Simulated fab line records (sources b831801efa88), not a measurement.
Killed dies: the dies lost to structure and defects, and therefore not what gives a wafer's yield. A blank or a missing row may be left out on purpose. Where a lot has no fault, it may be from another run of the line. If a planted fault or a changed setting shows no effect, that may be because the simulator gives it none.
Split-lot experiment + flow sfq_line + 23 wafers read from 5 lots, route of 325 steps

## THE SPLIT ITSELF
At SFQ_TRILAYER_I3_VIA_LITHO_COAT_090 (resist thk 62 nm), the setting spin_rpm was moved away from the recipe's 3000 rpm on 7 of the 23 wafers read, by -5.6% to +4.7%. This setting was run at the recipe's value on the other wafers.

The split's own step is where the reading is taken.

## THE READING
BARC_of_TRILAYER_I3_VIA_LITHO_COAT_090.thk_nm (the simulator's own value, which no gauge read), in nm, at SFQ_TRILAYER_I3_VIA_LITHO_COAT_090 (resist thk 62 nm). The file gives no usual value for it. Average 62.10 nm, standard deviation 0.25 nm, over the 16 wafers here run with the recipe.

| wafer  | tool, chamber at the split | spin_rpm as run, rpm | against the recipe | BARC_of_TRILAYER_I3_VIA_LITHO_COAT_090.thk_nm, nm | against lot-mates on the recipe |
|--------|----------------------------|----------------------|--------------------|---------------------------------------------------|---------------------------------|
| L074.1 | litho_track-02, 0          | 2934                 | -2.2%              | 63.18                                             | +0.59                           |
| L074.2 | litho_track-02, 0          | 3000                 | recipe             | 62.55                                             | -                               |
| L074.4 | litho_track-02, 0          | 3000                 | recipe             | 62.64                                             | -                               |
| L074.5 | litho_track-02, 0          | 2934                 | -2.2%              | 63.05                                             | +0.46                           |
| L074.6 | litho_track-02, 0          | 3000                 | recipe             | 62.58                                             | -                               |
| L075.1 | litho_track-01, 0          | 2831                 | -5.6%              | 63.95                                             | +1.99                           |
| L075.2 | litho_track-01, 0          | 2831                 | -5.6%              | 63.76                                             | +1.80                           |
| L075.3 | litho_track-01, 0          | 2831                 | -5.6%              | 63.88                                             | +1.92                           |
| L075.4 | litho_track-01, 0          | 3000                 | recipe             | 61.95                                             | -                               |
| L075.6 | litho_track-01, 0          | 3000                 | recipe             | 61.97                                             | -                               |
| L080.1 | litho_track-01, 0          | 3000                 | recipe             | 62.02                                             | -                               |
| L080.2 | litho_track-01, 0          | 3000                 | recipe             | 61.96                                             | -                               |
| L080.4 | litho_track-01, 0          | 3000                 | recipe             | 61.9                                              | -                               |
| L080.5 | litho_track-01, 0          | 3000                 | recipe             | 61.79                                             | -                               |
| L080.6 | litho_track-01, 0          | 3000                 | recipe             | 61.92                                             | -                               |
| L083.3 | litho_track-01, 0          | 3000                 | recipe             | 62.07                                             | -                               |
| L083.4 | litho_track-01, 0          | 3000                 | recipe             | 61.96                                             | -                               |
| L083.6 | litho_track-01, 0          | 3000                 | recipe             | 62.02                                             | -                               |
| L085.2 | litho_track-02, 0          | 3000                 | recipe             | 62.07                                             | -                               |
| L085.3 | litho_track-02, 0          | 3000                 | recipe             | 62.02                                             | -                               |
| L085.4 | litho_track-02, 0          | 3000                 | recipe             | 62.11                                             | -                               |
| L085.5 | litho_track-02, 0          | 3142                 | +4.7%              | 60.56                                             | -1.51                           |
| L085.6 | litho_track-02, 0          | 3142                 | +4.7%              | 60.5                                              | -1.57                           |

THE FIT
A straight line over all 23 wafers: BARC_of_TRILAYER_I3_VIA_LITHO_COAT_090.thk_nm changes by -0.327 nm for each +1% of spin_rpm; r = -0.96; the points scatter about the line by 0.24 nm.
The same after taking each lot's own level away (the mean of its wafers on the recipe; 23 wafers): -0.328 nm for each +1%; r = -0.99; scatter 0.087 nm.
On that fit, the largest move of spin_rpm shifts the reading by 1.8 nm.
Measured against the standard deviation above, the lots' own levels, which go from 61.918 to 62.590 nm, span 2.7 times it.
Consequently the slope shifts little with the lot-to-lot level, the two slopes agreeing.
Check: +1.8 nm against its lot-mates is what the line predicts for one of the wafers moved furthest among these (-5.6%) when that wafer is left out of the fit. It came out at +1.99 nm against them.

## OTHER SPLITS ON THESE WAFERS
Before the reading, these wafers also passed through other splits. Each is held against what the fit with the lots' levels taken away leaves over:
| other split on the same wafers                   | wafers away from the commonest value | r with BARC_of_TRILAYER_I3_VIA_LITHO_COAT_090.thk_nm (lot level and that fit taken away) |
|--------------------------------------------------|--------------------------------------|------------------------------------------------------------------------------------------|
| SFQ_TRILAYER_M1_LITHO_PEB_042 peb_time_s         | 6                                    | -0.04                                                                                    |
| SFQ_TRILAYER_I1_CMP_CMP_046 leave_above_ref_nm   | 7                                    | -0.09                                                                                    |
| SFQ_TRILAYER_I1_VIA_LITHO_COAT_049 resist_thk_nm | 9                                    | -0.22                                                                                    |
| SFQ_TRILAYER_I1_VIA_ETCH_VIA_ETCH_052 bias_w     | 9                                    | +0.26                                                                                    |
| SFQ_TRILAYER_M2_LITHO_COAT_062 resist_thk_nm     | 6                                    | +0.46                                                                                    |
| SFQ_TRILAYER_M2_LITHO_PEB_060 peb_temp_c         | 4                                    | +0.07                                                                                    |
| SFQ_TRILAYER_I2_VIA_LITHO_COAT_072 spin_rpm      | 6                                    | +0.20                                                                                    |
| SFQ_TRILAYER_M3_LITHO_COAT_075 spin_rpm          | 8                                    | +0.12                                                                                    |

## FILE'S OWN FIT
BARC_of_TRILAYER_I3_VIA_LITHO_COAT_090.thk_nm changes by -0.324 nm for each +1% of spin_rpm, r = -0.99.
